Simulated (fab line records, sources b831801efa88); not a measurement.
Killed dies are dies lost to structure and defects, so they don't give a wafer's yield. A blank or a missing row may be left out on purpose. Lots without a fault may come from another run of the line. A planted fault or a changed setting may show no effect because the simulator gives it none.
A struck lot beside a sound one | flow gf180mcu | 13 steps out of a route of 602
Sound: wafers L696.2, L696.3, L696.4. Struck: wafers L689.2, L689.3, L689.6. The cause comes at the end.
At each step with rows: each side's tool, then ch and its chambers, then its first start. Under that, the readings that differ: sound wafers | struck wafers | difference of the means | sigmas: that difference in standard deviations of wafers without a fault.
alike: readings whose means differ by less than 2 such deviations, and words and numbers that are the same on both sides. not compared: withheld readings, readings that some wafer has no value for, bounds like >300 that may hide the same value, and numbers for which the record gives no deviation and whose values overlap.
The two part at a step that has a row with sigmas, a row that says differs or no value, or rows on one side only. Numbers that don't overlap but have no deviation are shown without sigmas and don't part them. A reading that every wafer of one side lacks parts them only if that side has two wafers or more.

GF_V5_CD_MEAS_14: target cd 260 nm.
  sound on cd_sem-01, day 33 10:46; struck on cd_sem-01, day 31 22:22
  alike: cd_nm
GF_V5_OVL_MEAS_15:
  sound on overlay-01, day 33 10:52; struck on overlay-01, day 31 22:28
  alike: V5_OVL
then, 1 step without rows for these wafers: GF_V5_ETCH_16 (etches BARC in N2/H2).
GF_V5_ETCH_17: etches SiO2 in C4F8/O2/Ar, stops on TiN, target depth 855 nm.
  sound on rie_diel-03 ch 1,2,3; struck on rie_diel-01 ch 0,1,2
  alike: oes_product_au
GF_V5_STRIP_18: strips in O2/N2.
  sound on plasma_asher-02 ch 0,1, day 33 11:04; struck on plasma_asher-04 ch 0,1, day 31 22:40
  alike: drypump_motor_current_A, heater_power_w, n2_flow_sccm, oes_product_au
  not compared: rf_hours_counter_h
then, 2 steps without rows for these wafers: GF_V5_STRIP_19 (strips in post etch residue remover, time 1200 s); GF_V5_CLEAN_20 (cleans in DIW).
GF_V5_SPUTTER_21: material Ti, target thk 15 nm, time 80.02 s.
  sound on pvd_sputter-03, day 33 11:35; struck on pvd_sputter-03, day 31 23:12
  alike: substrate_temp_c, throttle_valve_pct
GF_V5_SPUTTER_22: material TiN, target thk 10 nm, time 40 s.
  sound on pvd_sputter-03, day 33 11:39; struck on pvd_sputter-03, day 31 23:16
  alike: throttle_valve_pct
GF_V5_CVD_23: deposits W, target thk 350 nm, time 104.9 s.
  sound on cvd_w-01 ch 0,1, day 33 11:41; struck on cvd_w-01 ch 0,1, day 31 23:18
  alike: heater_power_w
GF_V5_RS_MEAS_24: measures by four-point-probe.
  sound on film_metro-04, day 33 11:49; struck on film_metro-02, day 31 23:26
  alike: V5_W_RS
GF_V5_THK_MEAS_25: measures by xrf.
  sound on film_metro-04, day 33 11:56; struck on film_metro-02, day 31 23:32
  alike: V5_W_THK
GF_V5_CMP_26: polishes, stops on SiO2, t overpolish 15 s, target thk 0 nm.
  sound on cmp-01 ch 1,2,3, day 33 11:59; struck on cmp-02 ch 0,2,3, day 31 23:41
  no value came back on the struck wafers for any of 6 readings (edge_zone_pressure_frac, head_pressure_psi (psi) and others); on the sound wafers edge_zone_pressure_frac reads 1.008 1.004 1.001
  reading                          | sound | struck            | difference | sigmas
  model.W_of_V5_CVD_23.thk_nm (nm) | 0 0 0 | 345.9 348.2 344.9 | +346.3     |

WHERE THEY PART
Only at GF_V5_CMP_26, within this record.

WHY: what the simulator had put in
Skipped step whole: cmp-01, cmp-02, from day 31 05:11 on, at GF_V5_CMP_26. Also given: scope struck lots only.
